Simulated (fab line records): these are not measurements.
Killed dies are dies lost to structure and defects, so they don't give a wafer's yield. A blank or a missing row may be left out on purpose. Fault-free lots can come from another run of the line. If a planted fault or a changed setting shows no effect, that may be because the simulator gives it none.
fab line records    flow sfq_line
[record] lots = 15  wafers = 45  last_day = 85
route steps=325 shown I1@76 I2@113 M3@119
lots with no fault: from the same line, run without faults
start_h: the number of hours between the record's first day and the start of the first shown wafer of the lot    wait_h: hours from the lot's prior step to this one    " the same as in the row above    L1.1+2: a single row standing in for several wafers    - no value, or no start given    * or withheld: withheld    < > ~ a bound
route shown NAME@n: names a module that has steps shown in the file, with the first one's number in the route    usual: mean and standard deviation over wafers with no fault    same: alike in all rows    chamber/n: place in a boat    sites: per-site readings    _std_site: the standard deviation of these    _edge_site: outer sites' mean less inner sites'    radius_mm: how far each site lies from the wafer's centre    mask NAME#n: copy n    behind: the tool/chamber that last shaped the wafer    hold: cause of the lot's hold/its duration in hours/its outcome    device: whichever transistor did not switch (one of n, p or np)    end of line: the same wafers' tests at the end of the route    where a step has no rows: the recipe by itself    killed: dies that structure and defects cost at the first sort, which is not the same as the wafer's yield    map: shows each die of a wafer: x if killed, . if not, _ if none is there
set.NAME: the setting the step ran with; set.NAME@STEP: the setting that earlier step ran with    model.NAME: the simulator's own value behind a step, which no gauge read
one table for each step of the route and one row for each wafer, over a sample of lots
services: when a tool's chamber went out of use (start_h, in hours from the record's first day, below 0 if earlier), for how many hours, and the reason
[[steps]]
[step SFQ_TRILAYER_I1_METRO_MEASURE_047]
[usual] thk_nm = 200.1/1.3
lot.wafer  tool           chamber  start_h  wait_h  thk_nm
L587.1     film_metro-01  -        512.29   0.1     201.6
L587.2     "              -        "        "       199.7
L587.6     "              -        "        "       200.6
L589.3     film_metro-04  -        536.65   0.5     199.2
L589.5     "              -        "        "       199.9
L589.6     "              -        "        "       199.1
L591.2     film_metro-01  -        570.75   0.3     201.8
L591.4     "              -        "        "       200.8
L591.6     "              -        "        "       200.6
L593.2     film_metro-02  -        588.77   0.3     197.7
L593.3     "              -        "        "       198.0
L593.6     "              -        "        "       200.0
L594.1     film_metro-01  -        600.55   0.1     200.2
L594.2     "              -        "        "       198.8
L594.5     "              -        "        "       200.6
L596.2     film_metro-01  -        629.26   0.3     200.3
L596.4     "              -        "        "       201.1
L596.6     "              -        "        "       200.9
L597.3     film_metro-02  -        637.08   0.5     201.1
L597.4     "              -        "        "       202.8
L597.5     "              -        "        "       201.0
L598.3     film_metro-04  -        658.68   0.5     198.1
L598.5     "              -        "        "       199.9
L598.6     "              -        "        "       198.9
L604.2     film_metro-02  -        674.20   0.3     199.3
L604.4     "              -        "        "       199.5
L604.5     "              -        "        "       198.9
L605.4     film_metro-04  -        677.60   0.6     198.3
L605.5     "              -        "        "       197.5
L605.6     "              -        "        "       198.1
L606.1     film_metro-02  -        678.09   0.1     201.0
L606.2     "              -        "        "       202.0
L606.6     "              -        "        "       200.7
L607.2     film_metro-04  -        680.20   0.3     198.0
L607.3     "              -        "        "       198.9
L607.6     "              -        "        "       199.2
L608.1     film_metro-02  -        681.22   0.1     200.6
L608.2     "              -        "        "       201.0
L608.3     "              -        "        "       201.3
L609.4     film_metro-04  -        683.60   0.6     200.9
L609.5     "              -        "        "       199.1
L609.6     "              -        "        "       200.2
L610.1     film_metro-02  -        687.25   0.1     199.4
L610.5     "              -        "        "       200.4
L610.6     "              -        "        "       200.3
[step SFQ_TRILAYER_I1_VIA_STRIP_STRIP_053]
[recipe] gas = O2  power_w = 200  platen_temp_c = 40  overash_fraction = 0.65  chemistry = O2  pressure_mtorr = 50
[usual] drypump_motor_current_A = 5.8/0.33  oes_product_au = 0.996/0.0084
lot.wafer  tool          chamber  start_h  wait_h  drypump_motor_current_A  oes_product_au  rf_hours_counter_h
L587.1     rie_metal-04  0        539.71   -       5.8                      0.995           9
L587.2     "             1        "        "       5.5                      1.002           152
L587.6     "             1        "        "       5.5                      1.003           -
L589.3     rie_metal-01  1        543.51   -       6.2                      1.000           -
L589.5     "             1        "        "       6.2                      0.996           -
L589.6     "             0        "        "       5.9                      0.991           -
L591.2     rie_metal-04  1        599.70   -       5.5                      0.994           160
L591.4     "             1        "        "       5.5                      0.995           -
L591.6     "             0        "        "       5.8                      0.994           -
L593.2     rie_metal-04  1        602.10   -       5.5                      0.993           161
L593.3     "             1        "        "       5.5                      0.996           -
L593.6     "             1        "        "       5.5                      0.994           -
L594.1     rie_metal-04  0        604.19   -       5.8                      1.004           18
L594.2     "             1        "        "       5.5                      1.002           161
L594.5     "             1        "        "       5.5                      1.000           -
L596.2     rie_metal-04  0        632.90   -       5.8                      1.002           -
L596.4     "             0        "        "       5.8                      0.997           -
L596.6     "             0        "        "       5.8                      0.994           -
L597.3     rie_metal-04  0        640.72   -       5.8                      0.997           -
L597.4     "             0        "        "       5.8                      0.987           -
L597.5     "             0        "        "       5.8                      0.991           -
L598.3     rie_metal-01  0        662.12   -       5.9                      0.989           -
L598.5     "             1        "        "       6.2                      0.995           -
L598.6     "             0        "        "       5.9                      0.986           -
L604.2     rie_metal-01  0        677.64   -       5.9                      0.985           48
L604.4     "             0        "        "       5.9                      0.983           -
L604.5     "             0        "        "       5.9                      0.982           -
L605.4     rie_metal-03  1        681.44   -       6.0                      1.012           -
L605.5     "             0        "        "       5.1                      0.995           -
L605.6     "             1        "        "       6.0                      1.004           -
L606.1     rie_metal-01  0        682.44   -       5.9                      0.982           49
L606.2     "             1        "        "       6.2                      0.999           130
L606.6     "             0        "        "       5.9                      0.983           -
L607.2     rie_metal-01  0        684.84   -       5.9                      0.992           50
L607.3     "             0        "        "       5.9                      0.977           -
L607.6     "             0        "        "       5.9                      0.983           -
L608.1     rie_metal-03  0        686.04   -       5.1                      0.992           113
L608.2     "             1        "        "       6.0                      1.001           70
L608.3     "             0        "        "       5.1                      0.995           -
L609.4     rie_metal-04  1        841.16   -       5.5                      0.985           -
L609.5     "             0        "        "       5.8                      0.990           -
L609.6     "             1        "        "       5.5                      0.984           -
L610.1     rie_metal-04  0        848.16   -       5.8                      0.993           52
L610.5     "             1        "        "       5.5                      0.996           -
L610.6     "             0        "        "       5.8                      0.988           -
[step SFQ_I2_OVL_MEAS_918]
[usual] I2_OVL = 0/5
lot.wafer  tool        chamber  start_h  wait_h  I2_OVL[nm]
L587.1     overlay-01  -        860.09   0.1     -4
L587.2     "           -        "        "       -4
L587.6     "           -        "        "       -3
L589.3     overlay-02  -        866.10   0.1     -3
L589.5     "           -        "        "       -4
L589.6     "           -        "        "       -2
L591.2     overlay-01  -        921.29   0.1     4
L591.4     "           -        "        "       6
L591.6     "           -        "        "       7
L593.2     overlay-02  -        926.09   0.1     3
L593.3     "           -        "        "       1
L593.6     "           -        "        "       0
L594.1     overlay-02  -        927.28   0.1     -11
L594.2     "           -        "        "       -6
L594.5     "           -        "        "       -2
L596.2     overlay-01  -        959.14   0.1     -6
L596.4     "           -        "        "       -1
L596.6     "           -        "        "       4
L597.3     overlay-02  -        967.55   0.1     3
L597.4     "           -        "        "       -2
L597.5     "           -        "        "       2
L598.3     overlay-02  -        984.35   0.1     1
L598.5     "           -        "        "       2
L598.6     "           -        "        "       -3
L604.2     overlay-02  -        1001.14  0.1     -2
L604.4     "           -        "        "       -2
L604.5     "           -        "        "       -4
L605.4     overlay-02  -        1002.35  0.1     -8
L605.5     "           -        "        "       -9
L605.6     "           -        "        "       -11
L606.1     overlay-02  -        1006.06  0.1     -5
L606.2     "           -        "        "       2
L606.6     "           -        "        "       4
L607.2     overlay-02  -        1008.47  0.1     11
L607.3     "           -        "        "       6
L607.6     "           -        "        "       9
L608.1     overlay-02  -        1009.78  0.1     5
L608.2     "           -        "        "       2
L608.3     "           -        "        "       3
L609.4     overlay-02  -        1011.00  0.1     2
L609.5     "           -        "        "       -1
L609.6     "           -        "        "       -1
L610.1     overlay-02  -        1014.90  0.1     -3
L610.5     "           -        "        "       0
L610.6     "           -        "        "       0
[step SFQ_TRILAYER_M3_DEP_SPUTTER_073]
[recipe] material = Nb  base_pressure_pa = 1.33e-06  chamber_pressure_pa = 0.1333  substrate_temp_c = 20  resputter_cathode_voltage_v = 400  target_thk_nm = 200  power_w = 2000  time_s = 133.3
[usual] base_pressure_pa = 1.33e-06/8.6e-08  cathode_dc_power_W = 2000.0/0.37  chamber_pressure_pa = 0.13331/0.00027  throttle_valve_pct = 30.4/1.4  time_s = 133.3/0
lot.wafer  tool            chamber  start_h  wait_h  base_pressure_pa  cathode_dc_power_W  chamber_pressure_pa  throttle_valve_pct  time_s
L587.1     pvd_sputter-04  -        862.09   0.0     1.29e-06          2000.1              0.13354              29.8                133.3
L587.2     "               -        "        "       1.4e-06           1999.0              0.13304              28.4                133.3
L587.6     "               -        "        "       1.34e-06          2000.7              0.13363              31.9                133.3
L589.3     pvd_sputter-04  -        867.09   0.0     1.33e-06          2000.3              0.13355              28.5                133.3
L589.5     "               -        "        "       1.4e-06           1999.4              0.13353              32.2                133.3
L589.6     "               -        "        "       1.31e-06          1999.2              0.13351              31.8                133.3
L591.2     pvd_sputter-04  -        922.27   0.0     1.3e-06           1999.6              0.13363              31.9                133.3
L591.4     "               -        "        "       1.42e-06          2000.7              0.13311              28.6                133.3
L591.6     "               -        "        "       1.3e-06           1999.8              0.1335               32.0                133.3
L593.2     pvd_sputter-04  -        927.07   0.0     1.44e-06          2000.1              0.13313              28.4                133.3
L593.3     "               -        "        "       1.28e-06          1999.5              0.1329               32.0                133.3
L593.6     "               -        "        "       1.45e-06          2000.1              0.1331               28.4                133.3
L594.1     pvd_sputter-06  -        928.27   0.0     1.4e-06           2000.0              0.13319              30.6                133.3
L594.2     "               -        "        "       1.4e-06           2000.6              0.13317              27.4                133.3
L594.5     "               -        "        "       1.35e-06          2000.2              0.13317              27.5                133.3
L596.2     pvd_sputter-04  -        960.13   0.0     -                 -                   -                    -                   -
L596.4     "               -        "        "       -                 -                   -                    -                   -
L596.6     "               -        "        "       -                 -                   -                    -                   -
L597.3     pvd_sputter-03  -        968.56   0.0     -                 -                   -                    -                   -
L597.4     "               -        "        "       -                 -                   -                    -                   -
L597.5     "               -        "        "       -                 -                   -                    -                   -
L598.3     pvd_sputter-04  -        985.33   0.0     -                 -                   -                    -                   -
L598.5     "               -        "        "       -                 -                   -                    -                   -
L598.6     "               -        "        "       -                 -                   -                    -                   -
L604.2     pvd_sputter-04  -        1002.13  0.0     1.04e-06          1999.7              0.13365              28.6                133.3
L604.4     "               -        "        "       1.33e-06          1999.9              0.13305              32.0                133.3
L604.5     "               -        "        "       1.31e-06          1999.6              0.13384              28.5                133.3
L605.4     pvd_sputter-06  -        1003.34  0.0     1.29e-06          1999.9              0.13365              30.8                133.3
L605.5     "               -        "        "       1.3e-06           2000.2              0.13272              31.0                133.3
L605.6     "               -        "        "       1.27e-06          2000.7              0.13348              30.8                133.3
L606.1     pvd_sputter-04  -        1007.05  0.0     1.5e-06           1999.7              0.13316              28.4                133.3
L606.2     "               -        "        "       1.26e-06          2000.0              0.1329               32.0                133.3
L606.6     "               -        "        "       1.31e-06          2000.1              0.13307              30.0                133.3
L607.2     pvd_sputter-06  -        1009.45  0.0     1.3e-06           1999.3              0.13345              29.0                133.3
L607.3     "               -        "        "       1.26e-06          2000.1              0.13317              30.8                133.3
L607.6     "               -        "        "       1.38e-06          1999.5              0.13305              30.9                133.3
L608.1     pvd_sputter-03  -        1010.78  0.0     1.34e-06          2000.1              0.13367              29.8                133.3
L608.2     "               -        "        "       1.26e-06          1999.7              0.13339              30.9                133.3
L608.3     "               -        "        "       1.41e-06          2000.1              0.13312              32.0                133.3
L609.4     pvd_sputter-04  -        1011.98  0.0     1.25e-06          1999.7              0.13341              32.0                133.3
L609.5     "               -        "        "       1.4e-06           2000.5              0.13342              30.0                133.3
L609.6     "               -        "        "       1.41e-06          1999.9              0.1334               28.6                133.3
L610.1     pvd_sputter-03  -        1015.90  0.0     1.3e-06           1999.2              0.13309              31.9                133.3
L610.5     "               -        "        "       1.32e-06          1999.8              0.13334              32.2                133.3
L610.6     "               -        "        "       1.26e-06          2000.1              0.13297              29.6                133.3
[step SFQ_M3_RS_MEAS_919]
[recipe] thk_meas_gauge = four-point-probe  reads = Nb_of_TRILAYER_M3_DEP_SPUTTER_073
[usual] M3_NB_RS = 0.892/0.012
lot.wafer  tool           chamber  start_h  wait_h  M3_NB_RS[ohm/sq]
L587.1     film_metro-02  -        862.18   0.0     0.897
L587.2     "              -        "        "       0.893
L587.6     "              -        "        "       0.893
L589.3     film_metro-02  -        867.22   0.1     0.887
L589.5     "              -        "        "       0.902
L589.6     "              -        "        "       0.894
L591.2     film_metro-02  -        922.38   0.1     0.911
L591.4     "              -        "        "       0.897
L591.6     "              -        "        "       0.917
L593.2     film_metro-04  -        927.18   0.1     0.902
L593.3     "              -        "        "       0.903
L593.6     "              -        "        "       0.899
L594.1     film_metro-04  -        928.36   0.0     0.899
L594.2     "              -        "        "       0.901
L594.5     "              -        "        "       0.892
L596.2     film_metro-03  -        960.24   0.1     -
L596.4     "              -        "        "       -
L596.6     "              -        "        "       -
L597.3     film_metro-04  -        968.69   0.1     -
L597.4     "              -        "        "       -
L597.5     "              -        "        "       -
L598.3     film_metro-04  -        985.46   0.1     -
L598.5     "              -        "        "       -
L598.6     "              -        "        "       -
L604.2     film_metro-02  -        1002.24  0.1     0.883
L604.4     "              -        "        "       0.897
L604.5     "              -        "        "       0.876
L605.4     film_metro-03  -        1003.49  0.1     0.896
L605.5     "              -        "        "       0.909
L605.6     "              -        "        "       0.905
L606.1     film_metro-02  -        1007.14  0.0     0.869
L606.2     "              -        "        "       0.886
L606.6     "              -        "        "       0.890
L607.2     film_metro-04  -        1009.56  0.1     0.891
L607.3     "              -        "        "       0.898
L607.6     "              -        "        "       0.905
L608.1     film_metro-02  -        1010.87  0.0     0.887
L608.2     "              -        "        "       0.875
L608.3     "              -        "        "       0.883
L609.4     film_metro-04  -        1012.13  0.1     0.877
L609.5     "              -        "        "       0.883
L609.6     "              -        "        "       0.867
L610.1     film_metro-03  -        1015.99  0.0     0.884
L610.5     "              -        "        "       0.882
L610.6     "              -        "        "       0.880
[step SFQ_TRILAYER_M3_ETCH_METAL_ETCH_078]
[recipe] target = Nb  stop_on = SiO2  mask_material = PR  chemistry = Cl2/Ar  target_depth_nm = 240  icp_w = 600  bias_w = 80  pressure_mtorr = 10  time_s = 120
[usual] drypump_motor_current_A = 5.7/0.46  oes_product_au = 0.894/0.008  rf_fwd_power_W = 596.1/2.5
[same] time_s = 120
lot.wafer  tool          chamber  start_h  wait_h  drypump_motor_current_A  oes_product_au  rf_fwd_power_W  rf_hours_counter_h
L587.1     rie_metal-04  1        1020.56  0.0     5.5                      0.894           598.1           49
L587.2     "             0        "        "       5.8                      0.893           596.8           73
L587.6     "             0        "        "       5.8                      0.892           596.1           -
L589.3     rie_metal-03  1        1026.72  0.1     6.0                      0.894           598.0           -
L589.5     "             0        "        "       5.1                      0.890           595.9           -
L589.6     "             1        "        "       6.0                      0.890           597.9           -
L591.2     rie_metal-04  1        1073.75  0.0     5.5                      0.889           594.5           56
L591.4     "             1        "        "       5.5                      0.885           596.3           -
L591.6     "             0        "        "       5.8                      0.886           601.8           -
L593.2     rie_metal-03  0        1076.25  0.1     5.1                      0.892           595.7           -
L593.3     "             0        "        "       5.1                      0.894           596.4           -
L593.6     "             0        "        "       5.1                      0.899           597.7           -
L594.1     rie_metal-04  1        1077.35  0.0     5.4                      0.895           590.8           57
L594.2     "             0        "        "       5.8                      0.892           598.5           81
L594.5     "             0        "        "       5.8                      0.899           596.1           -
L596.2     rie_metal-04  0        1100.15  0.0     5.8                      0.368           599.7           85
L596.4     "             0        "        "       5.8                      0.392           600.2           -
L596.6     "             0        "        "       5.8                      0.368           597.9           -
L597.3     rie_metal-04  0        1114.09  0.1     5.8                      0.377           601.1           -
L597.4     "             1        "        "       5.5                      0.374           594.6           -
L597.5     "             0        "        "       5.8                      0.381           595.7           -
L598.3     rie_metal-04  0        1130.54  0.1     5.8                      0.378           598.8           -
L598.5     "             0        "        "       5.8                      0.375           598.2           -
L598.6     "             1        "        "       5.5                      0.385           591.9           -
L604.2     rie_metal-04  1        1148.54  0.0     5.5                      0.901           593.7           69
L604.4     "             1        "        "       5.5                      0.889           593.6           -
L604.5     "             0        "        "       5.8                      0.899           596.4           -
L605.4     rie_metal-02  0        1150.98  0.1     6.7                      0.891           593.8           -
L605.5     "             0        "        "       6.7                      0.880           593.8           -
L605.6     "             1        "        "       5.4                      0.886           596.9           -
L606.1     rie_metal-02  1        1158.14  0.0     5.4                      0.904           597.8           114
L606.2     "             0        "        "       6.7                      0.898           594.8           121
L606.6     "             0        "        "       6.7                      0.890           596.3           -
L607.2     rie_metal-04  0        1160.54  0.0     5.8                      0.885           596.1           95
L607.3     "             1        "        "       5.5                      0.897           592.4           -
L607.6     "             1        "        "       5.5                      0.880           595.6           -
L608.1     rie_metal-02  0        1161.91  0.0     6.7                      0.904           596.2           122
L608.2     "             1        "        "       5.4                      0.904           596.9           114
L608.3     "             1        "        "       5.4                      0.895           596.5           -
L609.4     rie_metal-04  1        1163.16  0.1     5.5                      0.901           596.1           -
L609.5     "             1        "        "       5.5                      0.894           593.3           -
L609.6     "             0        "        "       5.8                      0.905           597.7           -
L610.1     rie_metal-03  0        1166.71  0.0     5.1                      0.907           595.1           49
L610.5     "             0        "        "       5.1                      0.897           593.8           -
L610.6     "             1        "        "       6.0                      0.899           595.6           -
[[services]]
tool            chamber  start_h  hours  kind
rie_metal-03    -        489.50   0.7    repair
film_metro-04   -        509.89   0.4    pm
film_metro-02   -        612.08   5.5    pm
pvd_sputter-04  -        631.23   2.1    repair
film_metro-02   -        632.43   0.8    pm
pvd_sputter-04  -        644.55   9.6    repair
pvd_sputter-04  -        647.18   3.8    repair
pvd_sputter-04  -        647.27   18.3   repair
film_metro-02   -        658.89   1.2    pm
film_metro-02   -        667.12   3.2    pm
film_metro-02   -        713.32   0.7    pm
rie_metal-04    1        826.35   1.0    repair
film_metro-02   -        876.40   2.5    repair
film_metro-02   -        878.94   0.3    pm
pvd_sputter-04  -        889.74   0.7    repair
rie_metal-04    -        896.95   0.3    repair
film_metro-02   -        903.89   0.7    pm
film_metro-02   -        957.65   1.9    pm
pvd_sputter-04  -        964.38   1.5    repair
rie_metal-04    -        986.40   0.9    repair
rie_metal-04    -        991.15   1.3    repair
pvd_sputter-04  -        1086.63  0.9    repair
film_metro-02   -        1122.43  0.5    pm
film_metro-02   -        1148.89  1.4    pm
[[key]]
[first_sign] step = SFQ_TRILAYER_M3_DEP_SPUTTER_073  reading = tool_record  direction = missing
[effect] step = SFQ_M3_RS_MEAS_919  reading = M3_NB_RS  direction = missing
[effect] step = SFQ_TRILAYER_M3_ETCH_METAL_ETCH_078  reading = oes_product_au  direction = down  sigmas = 64  usual = 0.894  struck = 0.377
met_at SFQ_TRILAYER_M3_DEP_SPUTTER_073
struck_lots L596,L597,L598
not_acting_at SFQ_TRILAYER_I1_METRO_MEASURE_047,SFQ_TRILAYER_I1_VIA_STRIP_STRIP_053,SFQ_I2_OVL_MEAS_918
onset_between 927.07 960.13
[fault] kind = skipped_step_whole  tool = pvd_sputter-03,pvd_sputter-04  chamber = -  onset_h = 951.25  steps = SFQ_TRILAYER_M3_DEP_SPUTTER_073  scope = struck_lots_only
